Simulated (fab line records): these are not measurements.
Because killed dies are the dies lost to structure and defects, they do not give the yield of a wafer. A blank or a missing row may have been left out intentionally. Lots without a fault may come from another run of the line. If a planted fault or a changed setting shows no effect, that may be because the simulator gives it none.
Which tool did it? :: flow gf180mcu :: 24 lots, 72 wafers sampled, at 3 steps of a route of 602

WHAT THE GAUGES READ, wafer by wafer
GF_HV_LDD_TW_MEAS_38. Usual: HV_LDD_3_TW 1438, standard deviation 17.
lot: L074
measured: day 10 19:45
on: film-metro-02
HV_LDD_3_TW: 1421 1417 1418
flag: 

lot: L075
measured: day 11 02:21
on: film-metro-04
HV_LDD_3_TW: 1428 1429 1436
flag: 

lot: L076
measured: day 11 18:12
on: film-metro-02
HV_LDD_3_TW: 1424 1420 1421
flag: 

lot: L077
measured: day 11 19:42
on: film-metro-04
HV_LDD_3_TW: 1435 1437 1438
flag: 

lot: L078
measured: day 12 02:13
on: film-metro-02
HV_LDD_3_TW: 1429 1421 1429
flag: 

lot: L079
measured: day 12 10:27
on: film-metro-02
HV_LDD_3_TW: 1424 1415 1419
flag: 

lot: L080
measured: day 14 18:10
on: film-metro-04
HV_LDD_3_TW: 1449 1445 1456
flag: 

lot: L081
measured: day 14 22:14
on: film-metro-03
HV_LDD_3_TW: 1454 1449 1446
flag: 

lot: L082
measured: day 15 01:11
on: film-metro-03
HV_LDD_3_TW: 1464 1469 1462
flag: 

lot: L084
measured: day 15 01:45
on: film-metro-02
HV_LDD_3_TW: 1419 1426 1415
flag: 

lot: L083
measured: day 15 03:53
on: film-metro-02
HV_LDD_3_TW: 1427 1413 1414
flag: 

lot: L085
measured: day 15 05:23
on: film-metro-03
HV_LDD_3_TW: 1454 1456 1455
flag: 

lot: L086
measured: day 15 05:58
on: film-metro-04
HV_LDD_3_TW: 1445 1440 1435
flag: 

lot: L087
measured: day 15 18:53
on: film-metro-04
HV_LDD_3_TW: 1450 1443 1445
flag: 

lot: L088
measured: day 16 14:35
on: film-metro-02
HV_LDD_3_TW: 1418 1418 1417
flag: 

lot: L089
measured: day 16 15:15
on: film-metro-03
HV_LDD_3_TW: 1455 1451 1451
flag: 

lot: L090
measured: day 17 00:04
on: film-metro-02
HV_LDD_3_TW: 1425 1428 1430
flag: 

lot: L091
measured: day 17 11:52
on: film-metro-02
HV_LDD_3_TW: 1416 1430 1418
flag: 

lot: L092
measured: day 17 21:59
on: film-metro-04
HV_LDD_3_TW: 1460 1459 1448
flag: 

lot: L093
measured: day 18 16:58
on: film-metro-03
HV_LDD_3_TW: 1459 1456 1457
flag: 

lot: L094
measured: day 18 16:03
on: film-metro-02
HV_LDD_3_TW: 1424 1435 1425
flag: 

lot: L095
measured: day 19 01:09
on: film-metro-04
HV_LDD_3_TW: 1452 1450 1458
flag: 

lot: L096
measured: day 19 16:01
on: film-metro-02
HV_LDD_3_TW: 1435 1434 1434
flag: 

lot: L097
measured: day 19 14:36
on: film-metro-03
HV_LDD_3_TW: 1458 1448 1463
flag: 

GF_CONTACT_THK_MEAS_26: measures by xrf. Usual: CONTACT_W_THK 303 nm, standard deviation 6.1.
lot: L074
measured: day 15 07:38
on: film-metro-03
CONTACT_W_THK (nm): 307 302 301
flag: 

lot: L075
measured: day 15 13:18
on: film-metro-02
CONTACT_W_THK (nm): 301 293 303
flag: 

lot: L076
measured: day 16 07:26
on: film-metro-04
CONTACT_W_THK (nm): 302 303 303
flag: 

lot: L077
measured: day 16 09:24
on: film-metro-03
CONTACT_W_THK (nm): 303 301 300
flag: 

lot: L078
measured: day 16 15:41
on: film-metro-03
CONTACT_W_THK (nm): 306 307 304
flag: 

lot: L079
measured: day 17 00:30
on: film-metro-03
CONTACT_W_THK (nm): 301 302 309
flag: 

lot: L080
measured: day 19 19:54
on: film-metro-04
CONTACT_W_THK (nm): 295 293 297
flag: 

lot: L081
measured: day 19 23:28
on: film-metro-04
CONTACT_W_THK (nm): 298 295 294
flag: 

lot: L082
measured: day 20 02:28
on: film-metro-04
CONTACT_W_THK (nm): 315 311 315
flag: 

lot: L084
measured: day 20 03:23
on: film-metro-03
CONTACT_W_THK (nm): 298 297 299
flag: 

lot: L083
measured: day 20 06:44
on: film-metro-02
CONTACT_W_THK (nm): 301 302 297
flag: 

lot: L085
measured: day 20 08:46
on: film-metro-02
CONTACT_W_THK (nm): 306 305 304
flag: 

lot: L086
measured: day 20 10:14
on: film-metro-02
CONTACT_W_THK (nm): 307 308 305
flag: 

lot: L087
measured: day 21 00:02
on: film-metro-02
CONTACT_W_THK (nm): 308 302 310
flag: 

lot: L088
measured: day 21 22:02
on: film-metro-03
CONTACT_W_THK (nm): 314 310 303
flag: 

lot: L089
measured: day 21 23:59
on: film-metro-02
CONTACT_W_THK (nm): 305 305 305
flag: 

lot: L090
measured: day 22 06:31
on: film-metro-04
CONTACT_W_THK (nm): 298 298 300
flag: 

lot: L091
measured: day 22 18:37
on: film-metro-03
CONTACT_W_THK (nm): 306 303 305
flag: 

lot: L092
measured: day 23 05:36
on: film-metro-02
CONTACT_W_THK (nm): 296 299 300
flag: 

lot: L093
measured: day 23 22:26
on: film-metro-02
CONTACT_W_THK (nm): 290 298 294
flag: 

lot: L094
measured: day 23 21:20
on: film-metro-03
CONTACT_W_THK (nm): 312 316 315
flag: 

lot: L095
measured: day 24 06:26
on: film-metro-04
CONTACT_W_THK (nm): 304 299 297
flag: 

lot: L096
measured: day 24 19:20
on: film-metro-04
CONTACT_W_THK (nm): 303 304 313
flag: 

lot: L097
measured: day 24 18:26
on: film-metro-03
CONTACT_W_THK (nm): 309 304 307
flag: 

WHAT TOOL EACH LOT RAN ON (gives the tool, then ch and the chambers of the sampled wafers, and finally the start)
lot: L074
GF_DNWELL_STRIP_08: plasma-asher-02 ch 0,1, day 2 17:26

lot: L075
GF_DNWELL_STRIP_08: plasma-asher-03 ch 0,1, day 2 23:20

lot: L076
GF_DNWELL_STRIP_08: plasma-asher-04 ch 1, day 3 05:32

lot: L077
GF_DNWELL_STRIP_08: plasma-asher-04 ch 0,1, day 3 10:38

lot: L078
GF_DNWELL_STRIP_08: plasma-asher-03 ch 0,1, day 3 16:47

lot: L079
GF_DNWELL_STRIP_08: plasma-asher-04 ch 0,1, day 3 19:30

lot: L080
GF_DNWELL_STRIP_08: plasma-asher-02 ch 0, day 4 22:44

lot: L081
GF_DNWELL_STRIP_08: plasma-asher-02 ch 0,1, day 4 23:23

lot: L082
GF_DNWELL_STRIP_08: plasma-asher-03 ch 0,1, day 5 02:41

lot: L084
GF_DNWELL_STRIP_08: plasma-asher-02 ch 0,1, day 5 02:54

lot: L083
GF_DNWELL_STRIP_08: plasma-asher-03 ch 0,1, day 5 03:14

lot: L085
GF_DNWELL_STRIP_08: plasma-asher-02 ch 0,1, day 5 03:35

lot: L086
GF_DNWELL_STRIP_08: plasma-asher-04 ch 0, day 5 06:50

lot: L087
GF_DNWELL_STRIP_08: plasma-asher-04 ch 0,1, day 5 13:20

lot: L088
GF_DNWELL_STRIP_08: plasma-asher-03 ch 0,1, day 6 00:23

lot: L089
GF_DNWELL_STRIP_08: plasma-asher-04 ch 0,1, day 6 03:02

lot: L090
GF_DNWELL_STRIP_08: plasma-asher-03 ch 0,1, day 6 06:50

lot: L091
GF_DNWELL_STRIP_08: plasma-asher-02 ch 0,1, day 6 13:03

lot: L092
GF_DNWELL_STRIP_08: plasma-asher-02 ch 0,1, day 6 19:59

lot: L093
GF_DNWELL_STRIP_08: plasma-asher-04 ch 0,1, day 7 00:05

lot: L094
GF_DNWELL_STRIP_08: plasma-asher-04 ch 0,1, day 7 04:14

lot: L095
GF_DNWELL_STRIP_08: plasma-asher-04 ch 0,1, day 7 08:59

lot: L096
GF_DNWELL_STRIP_08: plasma-asher-04 ch 0,1, day 7 22:57

lot: L097
GF_DNWELL_STRIP_08: plasma-asher-02 ch 1, day 7 23:08
- GF_DNWELL_STRIP_08: strips in O2/N2.

WHAT THE TOOLS THEMSELVES READ (means of the sampled wafers that have a number; where no wafer has one, the mark that the record gives instead)
GF_DNWELL_STRIP_08. Usual: drypump-motor-current-A 5.7 A, standard deviation 0.32; heater-power-w 312 W, standard deviation 40; n2-flow-sccm 300.0 sccm, standard deviation 0.83; oes-product-au 0.722 a.u., standard deviation 0.0047; strip-time-to-endpoint-s 37.00 s, standard deviation 0.097.
lot: L074
tool: plasma-asher-02
drypump-motor-current-A (A): 6.0
heater-power-w (W): 313
n2-flow-sccm (sccm): 300.6
oes-product-au (a.u.): 0.720
strip-time-to-endpoint-s (s): 36.99
flag: 

lot: L075
tool: plasma-asher-03
drypump-motor-current-A (A): 5.5
heater-power-w (W): 264
n2-flow-sccm (sccm): 299.8
oes-product-au (a.u.): 0.721
strip-time-to-endpoint-s (s): 36.96
flag: 

lot: L076
tool: plasma-asher-04
drypump-motor-current-A (A): 5.7
heater-power-w (W): 305
n2-flow-sccm (sccm): 300.7
oes-product-au (a.u.): 0.719
strip-time-to-endpoint-s (s): 37.02
flag: 

lot: L077
tool: plasma-asher-04
drypump-motor-current-A (A): 5.4
heater-power-w (W): 352
n2-flow-sccm (sccm): 300.5
oes-product-au (a.u.): 0.720
strip-time-to-endpoint-s (s): 37.07
flag: 

lot: L078
tool: plasma-asher-03
drypump-motor-current-A (A): 5.5
heater-power-w (W): 258
n2-flow-sccm (sccm): 299.5
oes-product-au (a.u.): 0.722
strip-time-to-endpoint-s (s): 36.96
flag: 

lot: L079
tool: plasma-asher-04
drypump-motor-current-A (A): 5.5
heater-power-w (W): 331
n2-flow-sccm (sccm): 299.8
oes-product-au (a.u.): 0.727
strip-time-to-endpoint-s (s): 36.90
flag: 

lot: L080
tool: plasma-asher-02
drypump-motor-current-A (A): 5.9
heater-power-w (W): 306
n2-flow-sccm (sccm): 300.2
oes-product-au (a.u.): 0.722
strip-time-to-endpoint-s (s): 37.00
flag: 

lot: L081
tool: plasma-asher-02
drypump-motor-current-A (A): 5.9
heater-power-w (W): 319
n2-flow-sccm (sccm): 300.3
oes-product-au (a.u.): 0.722
strip-time-to-endpoint-s (s): 37.02
flag: 

lot: L082
tool: plasma-asher-03
drypump-motor-current-A (A): 5.5
heater-power-w (W): 258
n2-flow-sccm (sccm): 300.0
oes-product-au (a.u.): 0.723
strip-time-to-endpoint-s (s): 37.07
flag: 

lot: L084
tool: plasma-asher-02
drypump-motor-current-A (A): 6.0
heater-power-w (W): 317
n2-flow-sccm (sccm): 299.7
oes-product-au (a.u.): 0.723
strip-time-to-endpoint-s (s): 37.05
flag: 

lot: L083
tool: plasma-asher-03
drypump-motor-current-A (A): 5.5
heater-power-w (W): 263
n2-flow-sccm (sccm): 300.1
oes-product-au (a.u.): 0.724
strip-time-to-endpoint-s (s): 36.90
flag: 

lot: L085
tool: plasma-asher-02
drypump-motor-current-A (A): 5.9
heater-power-w (W): 312
n2-flow-sccm (sccm): 299.0
oes-product-au (a.u.): 0.723
strip-time-to-endpoint-s (s): 36.84
flag: 

lot: L086
tool: plasma-asher-04
drypump-motor-current-A (A): 5.2
heater-power-w (W): 377
n2-flow-sccm (sccm): 300.8
oes-product-au (a.u.): 0.719
strip-time-to-endpoint-s (s): 36.98
flag: 

lot: L087
tool: plasma-asher-04
drypump-motor-current-A (A): 5.5
heater-power-w (W): 327
n2-flow-sccm (sccm): 299.8
oes-product-au (a.u.): 0.722
strip-time-to-endpoint-s (s): 37.11
flag: 

lot: L088
tool: plasma-asher-03
drypump-motor-current-A (A): 5.7
heater-power-w (W): 257
n2-flow-sccm (sccm): 300.3
oes-product-au (a.u.): 0.720
strip-time-to-endpoint-s (s): 36.87
flag: 

lot: L089
tool: plasma-asher-04
drypump-motor-current-A (A): 5.5
heater-power-w (W): 326
n2-flow-sccm (sccm): 299.2
oes-product-au (a.u.): 0.721
strip-time-to-endpoint-s (s): 36.99
flag: 

lot: L090
tool: plasma-asher-03
drypump-motor-current-A (A): 5.5
heater-power-w (W): 257
n2-flow-sccm (sccm): 300.2
oes-product-au (a.u.): 0.722
strip-time-to-endpoint-s (s): 37.09
flag: 

lot: L091
tool: plasma-asher-02
drypump-motor-current-A (A): 6.0
heater-power-w (W): 324
n2-flow-sccm (sccm): 299.6
oes-product-au (a.u.): 0.722
strip-time-to-endpoint-s (s): 37.01
flag: 

lot: L092
tool: plasma-asher-02
drypump-motor-current-A (A): 6.0
heater-power-w (W): 322
n2-flow-sccm (sccm): 300.0
oes-product-au (a.u.): 0.724
strip-time-to-endpoint-s (s): 36.93
flag: 

lot: L093
tool: plasma-asher-04
drypump-motor-current-A (A): 5.4
heater-power-w (W): 351
n2-flow-sccm (sccm): 300.3
oes-product-au (a.u.): 0.727
strip-time-to-endpoint-s (s): 37.23
flag: 

lot: L094
tool: plasma-asher-04
drypump-motor-current-A (A): 5.4
heater-power-w (W): 352
n2-flow-sccm (sccm): 300.1
oes-product-au (a.u.): 0.725
strip-time-to-endpoint-s (s): 36.96
flag: 

lot: L095
tool: plasma-asher-04
drypump-motor-current-A (A): 5.5
heater-power-w (W): 328
n2-flow-sccm (sccm): 299.9
oes-product-au (a.u.): 0.726
strip-time-to-endpoint-s (s): 37.14
flag: 

lot: L096
tool: plasma-asher-04
drypump-motor-current-A (A): 5.4
heater-power-w (W): 354
n2-flow-sccm (sccm): 299.9
oes-product-au (a.u.): 0.722
strip-time-to-endpoint-s (s): 36.89
flag: 

lot: L097
tool: plasma-asher-02
drypump-motor-current-A (A): 6.1
heater-power-w (W): 325
n2-flow-sccm (sccm): 300.7
oes-product-au (a.u.): 0.721
strip-time-to-endpoint-s (s): 36.98
flag: 

THE ANSWER, worked out from the rows above alone
Rule: take the mean of a lot's wafers that have a number; if it is more than 3 standard deviations from the usual mean, the lot is off. A lot without any number at a reading at which 4 lots or more have one is off too. The other lots that the step has rows for count as sound. First the gauges in route order, then the tools' own readings, where a lot's mean is used as printed above. The first step at which some lot is off is used, and at that step the reading that is off furthest; a lot without a number counts as furthest.
No lot is off at any reading shown: from this, nothing can be told.

WHAT WAS PUT IN BY THE SIMULATOR
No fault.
